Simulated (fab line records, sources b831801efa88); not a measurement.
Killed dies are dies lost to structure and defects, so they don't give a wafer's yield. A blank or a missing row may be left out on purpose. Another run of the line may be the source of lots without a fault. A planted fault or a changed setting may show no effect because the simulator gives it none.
Which tool is to blame? -- flow sky130 -- 14 lots, 42 wafers sampled, at 1 step of a route of 708

== WHAT EACH GAUGE READ, for each wafer ==
No reading from a measuring or inspecting step in the record can be judged against a usual standard deviation.

== EACH LOT AND THE TOOL THAT RAN IT (in order: tool; ch and the chambers of the sampled wafers; start) ==
lot,SKY_LDD_LDN_PEB_05
L566,"litho-track-02 ch 0, day 23 08:31"
L567,"litho-track-01 ch 0, day 23 18:13"
L569,"litho-track-02 ch 0, day 24 18:20"
L571,"litho-track-01 ch 0, day 25 03:49"
L572,"litho-track-01 ch 0, day 25 15:38"
L577,"litho-track-02, day 27 03:40"
L578,"litho-track-01, day 27 12:50"
L581,"litho-track-03 ch 0, day 28 23:05"
L582,"litho-track-02 ch 0, day 29 05:29"
L583,"litho-track-02 ch 0, day 29 10:32"
L584,"litho-track-01 ch 0, day 30 00:59"
L586,"litho-track-01 ch 0, day 30 09:53"
L587,"litho-track-02 ch 0, day 30 13:19"
L588,"litho-track-02 ch 0, day 30 21:07"
- SKY_LDD_LDN_PEB_05

== AS READ BY THE TOOLS THEMSELVES (means over the sampled wafers that have a number; for cases with no such wafer, the mark the record gives instead) ==
SKY_LDD_LDN_PEB_05. Usual: 45.2 Pa for exhaust-pa, sd 0.85.
lot,tool,exhaust-pa (Pa),flag
L566,litho-track-02,44.1,
L567,litho-track-01,45.9,
L569,litho-track-02,44.4,
L571,litho-track-01,45.3,
L572,litho-track-01,45.0,
L577,litho-track-02,-,OFF
L578,litho-track-01,-,OFF
L581,litho-track-03,44.7,
L582,litho-track-02,44.9,
L583,litho-track-02,46.3,
L584,litho-track-01,45.1,
L586,litho-track-01,46.0,
L587,litho-track-02,45.4,
L588,litho-track-02,44.7,

== THE ANSWER, worked out from the rows above alone ==
Rule: take the mean of a lot's wafers that have a number; if it is more than 3 standard deviations from the usual mean, the lot is off. A lot without any number at a reading at which 4 lots or more have one is off too. All remaining lots with rows at the step are treated as sound. Order of review: gauges by route order, followed by the tools' own readings, for which a lot's mean as printed above is used. At the first step where some lot is off, the reading lying furthest off is the one used; lots without a number count as furthest.
Off: L577, L578, at SKY_LDD_LDN_PEB_05 (exhaust-pa). Without a number there: L577, L578.
A tool fits if, at that step or a process step before it, it ran every lot that is off, and no sound lot after the first of them. Of those tried, none fits.

== WHAT WAS PUT IN BY THE SIMULATOR ==
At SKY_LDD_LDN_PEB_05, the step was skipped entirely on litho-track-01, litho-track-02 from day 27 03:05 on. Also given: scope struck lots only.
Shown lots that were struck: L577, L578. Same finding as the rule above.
